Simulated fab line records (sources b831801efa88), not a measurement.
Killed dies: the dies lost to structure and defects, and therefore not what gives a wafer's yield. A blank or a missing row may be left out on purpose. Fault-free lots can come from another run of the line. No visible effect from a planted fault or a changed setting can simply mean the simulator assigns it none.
Comparing a struck lot with a sound one || flow gf180mcu || 18 out of 602 route steps
Sound: these wafers, L637.1, L637.2, L637.6. The struck wafers were L646.1, L646.2, L646.6. At the end, the cause is stated.
At each step with rows: each side's tool, then ch and its chambers, then its first start. Under that, the readings that differ: sound wafers || struck wafers || difference of the means || sigmas: that difference in standard deviations of wafers without a fault.
alike: a reading whose means differ by less than 2 such deviations, as well as words and numbers matching on both sides. not compared: withheld readings; readings where some wafer has no value; bounds like >300 that might hide an equal value; numbers whose values overlap and for which the record gives no deviation.
Wherever a step has rows on one side only, a row that says differs or no value, or a row with sigmas, the two part there. When numbers do not overlap yet have no deviation, they are printed without sigmas and do not part them. Lack of a reading on every wafer of one side parts them only where that side has two or more wafers.

first, 3 steps without rows for these wafers: GF_V3_EXPOSE_11 (exposes mask Via3, target cd 260 nm); GF_V3_PEB_12 (peb time 90 s); GF_V3_DEVELOP_13 (develop time 60 s).
GF_V3_CD_MEAS_14 targets a cd of 260 nm.
  sound on cdSem-02, day 22 17:39; struck on cdSem-01, day 26 07:39
  alike: cdNm
GF_V3_OVL_MEAS_15:
  sound on overlay-01, day 22 17:46; struck on overlay-02, day 26 07:46
  alike: V3_OVL
GF_V3_ETCH_16: etches BARC in N2/H2.
  sound on rieDiel-03 ch 2,3, day 22 17:48; struck on rieDiel-04 ch 0,2, day 26 07:48
  alike: drypumpMotorCurrentA, oesProductAu, throttleValvePct
then, 1 step without rows for these wafers: GF_V3_ETCH_17 (etches SiO2 in C4F8/O2/Ar, stops on TiN, target depth 635 nm).
GF_V3_STRIP_18: strips in O2/N2.
  sound on plasmaAsher-04 ch 0,1, day 22 17:56; struck on plasmaAsher-03 ch 0,1, day 26 07:56
  alike: drypumpMotorCurrentA, heaterPowerW, oesProductAu
  not compared: rfHoursCounterH
then, 2 steps without rows for these wafers: GF_V3_STRIP_19 (strips in post etch residue remover, time 1200 s); GF_V3_CLEAN_20 (cleans in DIW).
GF_V3_SPUTTER_21: material Ti, target thk 15 nm, time 80.02 s.
  sound on pvdSputter-01, day 22 18:53; struck on pvdSputter-01, day 26 08:28
  alike: throttleValvePct
GF_V3_SPUTTER_22: material TiN, target thk 10 nm, time 40 s.
  sound on pvdSputter-01, day 22 18:56; struck on pvdSputter-01, day 26 08:32
  alike: throttleValvePct
GF_V3_CVD_23: deposits W, target thk 350 nm, time 104.9 s.
  sound on cvdW-01 ch 0,1, day 22 18:59; struck on cvdW-02 ch 0,1, day 26 08:34
{"reading": "chamberPressureTorr (Torr)", "sound": "39.99 39.99 39.99", "struck": "50.39 50.60 50.44", "difference": "+10.49", "sigmas": "+99 or more"}
{"reading": "heaterPowerW (W)", "sound": "851 837 811", "struck": "901 925 928", "difference": "+85", "sigmas": "+3"}
{"reading": "model.W_of_V3_CVD_23.thkNm (nm)", "sound": "351.4 348.1 352.7", "struck": "391.2 391.4 389.5", "difference": "+40.0", "sigmas": ""}
GF_V3_RS_MEAS_24: uses a four-point probe to measure.
  sound on filmMetro-01, day 22 19:05; struck on filmMetro-02, day 26 08:41
{"reading": "V3_W_RS (ohm/sq)", "sound": "0.3260 0.3288 0.3250", "struck": "0.2927 0.2916 0.2936", "difference": -0.0340, "sigmas": -13}
GF_V3_THK_MEAS_25: measures by xrf.
  sound on filmMetro-01, day 22 19:13; struck on filmMetro-02, day 26 08:48
{"reading": "V3_W_THK (nm)", "sound": "346 344 347", "struck": "384 386 383", "difference": "+39", "sigmas": "+11"}
GF_V3_CMP_26: polishes, stops on SiO2, t overpolish 15 s, target thk 0 nm.
  sound on cmp-02 ch 1,2, day 22 19:23; struck on cmp-02 ch 1,2, day 26 09:03
{"reading": "timeToEndpointS (s)", "sound": "85.5 84.5 85.3", "struck": "96.4 96.4 94.6", "difference": "+10.7", "sigmas": "+4"}
  alike: edgeZonePressureFrac, motorCurrentA
GF_M4_SPUTTER_00: material Ti, target thk 37.5 nm, time 150 s.
  sound on pvdSputter-02, day 22 19:41; struck on pvdSputter-02, day 26 09:18
  alike: throttleValvePct
after that, 1 step had no rows for these wafers: GF_PASSIVATION_PROBE_99.

WHERE THEY PART
At GF_V3_CVD_23 first; at GF_V3_CMP_26 last (within this record only). Later steps at which nothing parts them and some readings are alike: GF_M4_SPUTTER_00.

WHY: what had been put in by the simulator
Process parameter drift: cvdW-02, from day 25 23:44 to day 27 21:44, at GF_V3_CVD_23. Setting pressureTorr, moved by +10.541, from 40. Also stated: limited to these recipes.
